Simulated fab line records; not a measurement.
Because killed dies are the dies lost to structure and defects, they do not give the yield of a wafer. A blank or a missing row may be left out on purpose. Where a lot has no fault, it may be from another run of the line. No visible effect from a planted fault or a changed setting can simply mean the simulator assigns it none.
Lot-split experiment -- flow gf180mcu -- 23 wafers read across 5 lots, on a route 602 steps long

ON THE SPLIT
At GF_MVPSD_COAT_02 (resist thk 3000 nm), the setting spin rpm was moved away from the recipe's 2000 rpm on 7 of the 23 wafers read, by +3.5% to +7.3%. The other wafers ran this setting at the recipe's value.

The split's own step is where the reading is taken.

THE READING
coat_of_MVPSD_COAT_02.thk nm (the simulator's own value, which no gauge read), in nm, at GF_MVPSD_COAT_02 (resist thk 3000 nm). The file does not state a usual value for it. Here, 16 wafers ran the recipe; their average is 3002 nm with a standard deviation of 9.1 nm.

wafer,"tool, chamber at the split","spin rpm as run, rpm",against the recipe,"coat_of_MVPSD_COAT_02.thk nm, nm",against lot-mates on the recipe
L075.2,"litho track-01, 0",2000,recipe,2998,-
L075.3,"litho track-01, 0",2000,recipe,2998,-
L075.4,"litho track-01, 0",2000,recipe,3005,-
L075.5,"litho track-01, 0",2000,recipe,3006,-
L075.6,"litho track-01, 0",2000,recipe,3003,-
L078.1,"litho track-01, 0",2116,+5.8%,2923,-84
L078.2,"litho track-01, 0",2000,recipe,3011,-
L078.3,"litho track-01, 0",2116,+5.8%,2935,-72
L078.5,"litho track-01, 0",2000,recipe,3012,-
L078.6,"litho track-01, 0",2000,recipe,2999,-
L079.1,"litho track-01, 0",2146,+7.3%,2890,-106
L079.2,"litho track-01, 0",2146,+7.3%,2896,-100
L079.3,"litho track-01, 0",2000,recipe,2994,-
L079.5,"litho track-01, 0",2000,recipe,2999,-
L079.6,"litho track-01, 0",2146,+7.3%,2892,-104
L080.2,"litho track-02, 0",2000,recipe,3024,-
L080.5,"litho track-02, 0",2000,recipe,3007,-
L080.6,"litho track-02, 0",2000,recipe,3003,-
L083.1,"litho track-03, 0",2070,+3.5%,2935,-54
L083.2,"litho track-03, 0",2070,+3.5%,2936,-53
L083.3,"litho track-03, 0",2000,recipe,2989,-
L083.4,"litho track-03, 0",2000,recipe,2990,-
L083.5,"litho track-03, 0",2000,recipe,2988,-

FIT RESULTS
A straight line over all 23 wafers: coat_of_MVPSD_COAT_02.thk nm changes by -14.6 nm for each +1% of spin rpm; r = -0.97; the points scatter about the line by 10 nm.
The same after taking each lot's own level away (the mean of its wafers on the recipe; 23 wafers): -14.1 nm for each +1%; r = -0.99; scatter 5.2 nm.
The reading moves by 1e+02 nm for the largest change in spin rpm, on that fit.
The lots' own levels span 2989.0 to 3011.3 nm, that is 2.4 times the standard deviation above.
Hence the lot-to-lot level has little effect on the slope; both slopes agree.
Check: for one of the wafers moved furthest among these (+7.3%), held out of the fit, the line's prediction against its lot-mates is -102 nm. Against them it came out at -106 nm.

OTHER SPLITS ON THESE WAFERS
Other splits were also applied to these wafers ahead of the reading. Each is held against what the fit with the lots' levels taken away leaves over:
other split on the same wafers,wafers away from the commonest value,r with coat_of_MVPSD_COAT_02.thk nm (lot level and that fit taken away)
GF_STI_OXIDATION_01 ox time s,15,-0.12
GF_STI_WET_ETCH_26 temp c,10,-0.07
GF_NWELL_SOFTBAKE_03 temp c,9,+0.08
GF_MVSD_IMPLANT_08 dose cm2,8,+0.19

THE WHOLE CHAIN: every reading that the file lists as answering this split, in the file's order
step,what it does,reading,change (the file's fit),r (the file's)
GF_MVPSD_COAT_02,resist thk 3000 nm,"coat_of_MVPSD_COAT_02.thk nm (the simulator's own value, which no gauge read)",-14.1 nm for each +1% of the setting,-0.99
GF_MVPSD_STRIP_10,strips in O2/N2,strip time to endpoint s,withheld for each +1% of the setting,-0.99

FILE'S OWN FIT
coat_of_MVPSD_COAT_02.thk nm changes by -14.1 nm for each +1% of spin rpm, r = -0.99.
